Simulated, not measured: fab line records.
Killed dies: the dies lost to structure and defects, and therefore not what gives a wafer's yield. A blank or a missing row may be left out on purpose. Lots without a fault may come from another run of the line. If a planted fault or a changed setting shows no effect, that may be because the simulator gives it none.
Struck lot and sound lot, side by side + flow sky130 + 16 steps out of a route of 708
Sound: wafers L913.1, L913.2, L913.3. Struck: wafers L929.4, L929.5 (left out: L929.6, a lot-mate that was not struck); the cause follows at the end.
Per side, at each step with rows, come the tool, then ch with its chambers, and then its first start. Under that, the readings that differ: sound wafers + struck wafers + difference of the means + sigmas: that difference in standard deviations of wafers without a fault.
alike: readings whose means differ by less than 2 such deviations, and words and numbers that are the same on both sides. not compared: withheld readings, readings that some wafer has no value for, bounds like >300 that may hide the same value, and numbers for which the record gives no deviation and whose values overlap.
The two part at a step that has a row with sigmas, a row that says differs or no value, or rows on one side only. Non-overlapping numbers with no deviation appear without sigmas and do not part them. A reading missing from all wafers of one side parts the sides only when that side holds two or more wafers.

first, 7 steps without rows for these wafers: SKY_METAL4_HMDS_06 (prime time 60 s); SKY_METAL4_COAT_07 (resist thk 60 nm); SKY_METAL4_COAT_08 (resist thk 1140 nm); SKY_METAL4_SOFTBAKE_09 (time 90 s); SKY_METAL4_EXPOSE_10 (exposes mask MM4, target cd 300 nm); SKY_METAL4_PEB_11; SKY_METAL4_DEVELOP_12 (develop time 60 s).
SKY_METAL4_CD_MEAS_13: target cd 300 nm.
  sound: cdSem-01 at day 41 18:13; struck: cdSem-02 at day 46 04:13
  alike: cdNm
SKY_METAL4_OVL_MEAS_14:
  sound: overlay-01 at day 41 18:20; struck: overlay-01 at day 46 04:18
  alike: METAL4_OVL
SKY_METAL4_DESCUM_15: chemistry O2, time 8 s.
  sound on rieMetal-01 ch 0,1, day 41 18:22; struck on rieMetal-01 ch 1, day 46 04:20
| reading                  | sound       | struck  | difference | sigmas |
|--------------------------|-------------|---------|------------|--------|
| drypumpMotorCurrentA (A) | 6.8 5.6 5.6 | 6.8 6.8 | +0.8       | +2     |
  alike: heBacksideLeakSccm, oesProductAu
  not compared: rfHoursCounterH
SKY_METAL4_ETCH_16: etches BARC in N2/H2, stops on SiO2, time 88.2 s, target depth 60 nm.
  sound on rieMetal-01 ch 0,1, day 41 18:24; struck on rieMetal-01 ch 1, day 46 04:23
| reading                  | sound       | struck  | difference | sigmas |
|--------------------------|-------------|---------|------------|--------|
| drypumpMotorCurrentA (A) | 6.9 5.6 5.6 | 6.8 6.8 | +0.8       | +2     |
  alike: biasW, heBacksideLeakSccm, oesProductAu, throttleValvePct
  not compared: rfHoursCounterH
SKY_METAL4_ETCH_17: etches SiO2 in C4F8/O2/Ar, stops on TiN, time 3.9 s, target depth 15 nm.
  sound on rieDiel-03 ch 0,1,3, day 41 18:30; struck on rieDiel-03 ch 2,3, day 46 04:27
  alike: biasW, oesProductAu
SKY_METAL4_METAL_ETCH_18: etches the open film in Cl2/BCl3, stops on SiO2, target depth 845 nm, time 183.1 s.
  sound on rieMetal-04 ch 0,1, day 41 18:31; struck on rieMetal-02 ch 0, day 46 04:32
| reading                                      | sound             | struck          | difference | sigmas |
|----------------------------------------------|-------------------|-----------------|------------|--------|
| oesProductAu (a.u.)                          | 0.876 0.868 0.867 | 0.811 0.805     | -0.062     | -8     |
| overEtchFrac                                 | 0.3 0.3 0.3       | 0.45446 0.45446 | +0.15446   |        |
| model.KrF-thick_of_METAL4_COAT_08.thkNm (nm) | 528.4 523.2 523.9 | 451.2 456       | -71.6      |        |
| model.SiO2_of_VIA3_HDPCVD_00.thkNm (nm)      | 434.2 435.3 432.7 | 431.2 430.6     | -3.2       |        |
  alike: biasW, drypumpMotorCurrentA, heBacksideLeakSccm, throttleValvePct
  not compared: rfHoursCounterH
SKY_METAL4_STRIP_19: strips in O2/N2.
  sound on plasmaAsher-04 ch 0,1, day 41 18:42; struck on plasmaAsher-04 ch 0,1, day 46 04:41
| reading                  | sound             | struck      | difference | sigmas |
|--------------------------|-------------------|-------------|------------|--------|
| oesProductAu (a.u.)      | 0.503 0.508 0.505 | 0.470 0.472 | -0.034     | -6     |
| stripTimeToEndpointS (s) | 6.56 6.49 6.49    | 5.74 5.82   | -0.73      | -9     |
  alike: drypumpMotorCurrentA
  not compared: rfHoursCounterH
then, 1 step without rows for these wafers: SKY_METAL4_STRIP_20 (strips in post etch residue remover, time 1200 s).
-- the record jumps here: 3 days lie between the struck wafers' starts before and after (it left off in module METAL4 and takes up again in module PAD_OPEN, whose first step shown is number 708 of the route) --
SKY_PAD_OPEN_PROBE_99:
  sound: prober-01 at day 45 18:41; struck: prober-01 at day 49 15:53
  alike: defectLimitedYield, killed_at_M0_to_M3, killed_at_M4_up, killedAtContacts, killedAtFrontEnd, killedDies, killedOnRim, killedOpen, killedShort, sort_bin_3_pad_short, sort_bin_5_function, sort_bin_6_memory, sortNPass, sortYieldPct

== WHERE THEY PART ==
First at SKY_METAL4_DESCUM_15; last, within this record, at SKY_METAL4_STRIP_19. Later steps at which nothing parts them and some readings are alike: SKY_PAD_OPEN_PROBE_99.

WHY: what had been put in by the simulator
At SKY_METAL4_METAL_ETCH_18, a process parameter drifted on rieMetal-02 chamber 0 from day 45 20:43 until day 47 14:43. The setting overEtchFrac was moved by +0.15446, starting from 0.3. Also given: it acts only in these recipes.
